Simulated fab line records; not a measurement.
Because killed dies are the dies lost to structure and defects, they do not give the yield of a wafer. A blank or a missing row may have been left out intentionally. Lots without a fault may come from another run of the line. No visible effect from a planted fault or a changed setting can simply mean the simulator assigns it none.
Struck lot and sound lot, side by side	flow sky130	21 steps out of a route of 708
Sound: wafers L988.3, L988.4, L988.5. Wafers struck: L994.1, L994.3, L994.4. Last of all comes the cause.
Per side, at each step with rows, come the tool, then ch with its chambers, and then its first start. Under that, the readings that differ: sound wafers	struck wafers	difference of the means	sigmas: that difference in standard deviations of wafers without a fault.
alike: a reading whose means differ by less than 2 such deviations, as well as words and numbers matching on both sides. not compared: withheld readings; readings where some wafer has no value; bounds like >300 that might hide an equal value; numbers whose values overlap and for which the record gives no deviation.
Wherever a step has rows on one side only, a row that says differs or no value, or a row with sigmas, the two part there. When numbers do not overlap yet have no deviation, they are printed without sigmas and do not part them. A reading missing from all wafers of one side parts the sides only when that side holds two or more wafers.

first, 6 steps without rows for these wafers: SKY_SD_N_IMPLANT_09; SKY_SD_N_IMPLANT_10; SKY_SD_N_STRIP_11 (strips in O2/N2); SKY_SD_N_CLEAN_13 (cleans in SC1/SC2, time 150 s); SKY_SD_N_RTA_14 (time 2 s); SKY_SALICIDE_CLEAN_00 (cleans in HF-last, time 30 s).
SKY_LI_CONTACT_HDPCVD_00: deposits PSG, target thk 930 nm, time 155 s.
  sound on hdpcvd-02 ch 1,2, day 28 16:53; struck on hdpcvd-02 ch 0,1, day 30 22:01
SKY_LI_CONTACT_THK_MEAS_01:
  sound on filmMetro-02, day 28 17:01; struck on filmMetro-01, day 30 22:07
reading	sound	struck	difference	sigmas
LI_CONTACT_HDPCVD_THK (nm)	914 914 903	722 723 717	-190	-17
then, 10 steps without rows for these wafers: SKY_LI_CONTACT_CMP_02 (polishes PSG); SKY_LI_CONTACT_DEHYDRATE_04 (time 60 s); SKY_LI_CONTACT_HMDS_05 (prime time 60 s); SKY_LI_CONTACT_COAT_06 (resist thk 60 nm); SKY_LI_CONTACT_COAT_07 (resist thk 450 nm); SKY_LI_CONTACT_SOFTBAKE_08 (time 90 s); SKY_LI_CONTACT_EXPOSE_09 (exposes mask LICM1, target cd 170 nm); SKY_LI_CONTACT_PEB_10; SKY_LI_CONTACT_DEVELOP_11 (develop time 60 s); SKY_LI_CONTACT_ETCH_14 (etches BARC in N2/H2, stops on SiO2, time 45.9 s, target depth 60 nm).
SKY_LI_CONTACT_ETCH_15: etches PSG in C4F8/O2/Ar, stops on Si, target depth 600 nm.
  sound on rieDiel-02 ch 1,3, day 29 20:32; struck on rieDiel-04 ch 0,1,2, day 32 01:55
reading	sound	struck	difference	sigmas
oesProductAu (a.u.)	0.840 0.840 0.837	0.673 0.676 0.675	-0.164	-37
then, 1 step without rows for these wafers: SKY_LI_CONTACT_STRIP_16 (strips in O2/N2).
-- the record jumps here: 16 days lie between the struck wafers' starts before and after (it left off in module LI_CONTACT and takes up again in module PAD_OPEN, whose first step shown is number 708 of the route) --
SKY_PAD_OPEN_PROBE_99:
  record: rows for the struck wafers here (prober-02, day 48 01:32), none for the sound ones

## WHERE THEY PART
At SKY_LI_CONTACT_THK_MEAS_01 first; at SKY_PAD_OPEN_PROBE_99 last (within this record only).

WHY: the cause the simulator had injected
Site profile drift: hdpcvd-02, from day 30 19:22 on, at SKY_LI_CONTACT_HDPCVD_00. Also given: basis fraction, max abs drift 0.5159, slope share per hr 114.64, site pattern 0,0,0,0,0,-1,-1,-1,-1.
